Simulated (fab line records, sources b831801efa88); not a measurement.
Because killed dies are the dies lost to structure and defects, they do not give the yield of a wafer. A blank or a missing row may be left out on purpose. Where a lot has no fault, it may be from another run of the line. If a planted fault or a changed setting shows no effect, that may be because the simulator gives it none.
Which of the tools did it?    flow sky130    14 lots, 42 wafers sampled, at 2 steps of a route of 708

== WHAT THE GAUGES SHOWED, per wafer ==
The record lacks any reading of a measuring or inspecting step that a usual standard deviation could be used to judge.

== TOOL THAT RAN EACH LOT (tool first, then ch and the chambers of the sampled wafers, then the start) ==
lot   SKY_SONOS_ONO_WET_ETCH_16        SKY_PAD_OPEN_PROBE_99
L153  wet-bench-04 ch 1, day 12 10:11  -
L154  wet-bench-03 ch 0, day 12 17:53  -
L156  wet-bench-03 ch 1, day 13 11:26  -
L157  wet-bench-03 ch 0, day 13 19:29  -
L158  wet-bench-04 ch 3, day 14 04:17  -
L159  wet-bench-01 ch 1, day 14 13:35  -
L160  wet-bench-04 ch 2, day 14 19:05  -
L164  wet-bench-03 ch 0, day 16 12:10  prober-02, day 48 14:14
L165  wet-bench-04 ch 2, day 16 17:52  prober-01, day 48 14:19
L172  wet-bench-01 ch 1, day 20 06:55  -
L170  wet-bench-04 ch 0, day 20 07:10  -
L175  wet-bench-01 ch 0, day 20 08:26  -
L173  wet-bench-01 ch 1, day 20 08:41  -
L176  wet-bench-04 ch 3, day 20 12:50  -
- SKY_SONOS_ONO_WET_ETCH_16: etches SiO2 in dHF, target depth 14 nm, time 280 s.
- SKY_PAD_OPEN_PROBE_99

== AS READ BY THE TOOLS THEMSELVES (means over the sampled wafers that have a number; for cases with no such wafer, the mark the record gives instead) ==
SKY_SONOS_ONO_WET_ETCH_16.
lot   tool          bath-heat-duty-pct (%)  run-length-s (s)
L153  wet-bench-04  5.7                     306
L154  wet-bench-03  6.2                     314
L156  wet-bench-03  5.7                     305
L157  wet-bench-03  6.1                     314
L158  wet-bench-04  7.1                     305
L159  wet-bench-01  6.4                     303
L160  wet-bench-04  6.4                     303
L164  wet-bench-03  -                       -
L165  wet-bench-04  -                       -
L172  wet-bench-01  6.8                     304
L170  wet-bench-04  6.0                     307
L175  wet-bench-01  5.4                     304
L173  wet-bench-01  6.5                     303
L176  wet-bench-04  6.9                     306

SKY_PAD_OPEN_PROBE_99.
lot   tool       killed_at_M0_to_M3  killed_at_M4_up  killed-at-contacts  killed-at-front-end  killed-at-other  killed-dies  killed-on-rim  killed-open  killed-short
L164  prober-02  44                  5.0              26                  417                  0.0              492          96             48           41
L165  prober-01  46                  2.3              23                  420                  0.3              492          96             47           38

== THE ANSWER, worked out from the rows above alone ==
Rule: usual is defined by the lots themselves. The widest of any qualifying gaps counts: lots, ordered by their means at a reading, are off when they make up no more than a third of the lots, leave a main group of 4 or more, and stand apart from it by 3 or more times the standard deviation of that group's means. If all means in a main group match to the digits the tables above print for the reading, that group is not used. Also off: a lot with no number at a reading for which 4 or more lots have one. Any other lot the step has rows for is counted as sound. First the gauges in route order, then the tools' own readings, where a lot's mean is used as printed above. At the first step where some lot is off, the reading lying furthest off is the one used; lots without a number count as furthest.
Off: L164, L165 (SKY_SONOS_ONO_WET_ETCH_16, bath-heat-duty-pct). Without a number there: L164, L165. The main group: mean 6.3 %, standard deviation 0.5.
A tool fits if, at that step or a process step before it, it ran every lot that is off, and no sound lot after the first of them. None of those tried fits.

== WHAT HAD BEEN PUT IN BY THE SIMULATOR ==
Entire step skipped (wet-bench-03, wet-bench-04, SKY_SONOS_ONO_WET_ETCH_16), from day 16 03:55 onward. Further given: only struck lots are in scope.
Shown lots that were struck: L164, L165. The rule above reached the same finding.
